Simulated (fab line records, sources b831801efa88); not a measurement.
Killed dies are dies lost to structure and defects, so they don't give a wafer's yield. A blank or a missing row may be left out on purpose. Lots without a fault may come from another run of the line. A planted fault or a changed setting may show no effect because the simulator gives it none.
Which tool did it? | flow gf180mcu | 14 lots, 42 wafers sampled, at 2 steps of a route of 602

WHAT THE GAUGES READ, wafer by wafer
GF_V4_RS_MEAS_24: measures by four-point-probe. Usual: V4_W_RS 0.328 ohm/sq, standard deviation 0.0035.
lot  | measured     | on            | V4_W_RS (ohm/sq)  | flag
L132 | day 24 07:53 | film_metro-03 | 0.321 0.325 0.323 |
L133 | day 24 18:54 | film_metro-02 | 0.327 0.321 0.325 |
L136 | day 25 22:38 | film_metro-04 | 0.329 0.328 0.327 |
L142 | day 27 20:34 | film_metro-02 | 0.332 0.333 0.332 |
L143 | day 27 22:26 | film_metro-04 | 0.328 0.329 0.329 |
L147 | day 29 09:52 | film_metro-04 | 0.331 0.330 0.331 |
L148 | day 29 14:41 | film_metro-02 | 0.324 0.328 0.326 |
L149 | day 29 20:20 | film_metro-02 | 0.323 0.324 0.324 |
L150 | day 30 02:01 | film_metro-03 | 0.323 0.323 0.325 |
L151 | day 30 07:45 | film_metro-04 | 0.325 0.322 0.327 |
L152 | day 30 12:46 | film_metro-04 | 0.331 0.329 0.332 |
L153 | day 30 22:05 | film_metro-04 | 0.324 0.322 0.326 |
L154 | day 31 03:06 | film_metro-03 | 0.334 0.338 0.333 |
L155 | day 31 08:43 | film_metro-04 | 0.322 0.325 0.326 |

WHICH TOOL RAN EACH LOT (tool, then ch and the chambers of the sampled wafers, then the start)
lot  | GF_M4_METAL_ETCH_16
L132 | rie_metal-02 ch 0,1, day 23 07:13
L133 | rie_metal-04 ch 0,1, day 23 18:14
L136 | rie_metal-04 ch 0,1, day 24 22:20
L142 | rie_metal-03 ch 0,1, day 26 21:50
L143 | rie_metal-04 ch 0,1, day 26 23:43
L147 | rie_metal-02 ch 1, day 28 12:53
L148 | rie_metal-03 ch 0,1, day 28 17:32
L149 | rie_metal-03 ch 0,1, day 28 22:52
L150 | rie_metal-03 ch 0,1, day 29 03:50
L151 | rie_metal-02 ch 0,1, day 29 11:26
L152 | rie_metal-03 ch 0, day 29 15:37
L153 | rie_metal-03 ch 0, day 30 01:46
L154 | rie_metal-02 ch 0,1, day 30 06:20
L155 | rie_metal-03 ch 0, day 30 12:28
- GF_M4_METAL_ETCH_16: etches the open film in Cl2/BCl3, stops on SiO2, target depth 750.8 nm, time 125.1 s.

WHAT THE TOOLS THEMSELVES READ (means of the sampled wafers that have a number; where no wafer has one, the mark that the record gives instead)
GF_M4_METAL_ETCH_16. Usual: drypump_motor_current_A 5.5 A, standard deviation 0.65; oes_product_au 0.992 a.u., standard deviation 0.0054; throttle_valve_pct 28.229 %, standard deviation 0.009.
lot  | tool         | drypump_motor_current_A (A) | oes_product_au (a.u.) | throttle_valve_pct (%) | flag
L132 | rie_metal-02 | 5.6                         | 0.993                 | 28.222                 |
L133 | rie_metal-04 | 6.3                         | 0.991                 | 28.230                 |
L136 | rie_metal-04 | 6.4                         | 0.996                 | 28.230                 |
L142 | rie_metal-03 | 5.1                         | 0.993                 | 28.233                 |
L143 | rie_metal-04 | 6.4                         | 0.989                 | 28.223                 |
L147 | rie_metal-02 | 4.7                         | 0.997                 | 28.230                 |
L148 | rie_metal-03 | 5.2                         | 0.987                 | 28.235                 |
L149 | rie_metal-03 | 5.1                         | 0.986                 | 28.234                 |
L150 | rie_metal-03 | 5.1                         | 0.989                 | 28.237                 |
L151 | rie_metal-02 | 5.2                         | 0.996                 | 28.227                 |
L152 | rie_metal-03 | 4.9                         | 0.994                 | 28.228                 |
L153 | rie_metal-03 | 4.9                         | 0.989                 | 28.225                 |
L154 | rie_metal-02 | 5.2                         | 0.989                 | 28.229                 |
L155 | rie_metal-03 | 5.0                         | 0.998                 | 28.226                 |

THE ANSWER, worked out from the rows above alone
Rule: a lot is off if the mean of its wafers that have a number lies more than 3 standard deviations from the usual mean. A lot without any number at a reading at which 4 lots or more have one is off too. The other lots that the step has rows for count as sound. The gauges are gone through in route order, then the tools' own readings, and for those a lot's mean is taken as printed above. The first step at which some lot is off is used, and at that step the reading that is off furthest; a lot without a number counts as furthest.
No lot is off at any reading shown: from this, nothing can be told.

WHAT THE SIMULATOR HAD PUT IN
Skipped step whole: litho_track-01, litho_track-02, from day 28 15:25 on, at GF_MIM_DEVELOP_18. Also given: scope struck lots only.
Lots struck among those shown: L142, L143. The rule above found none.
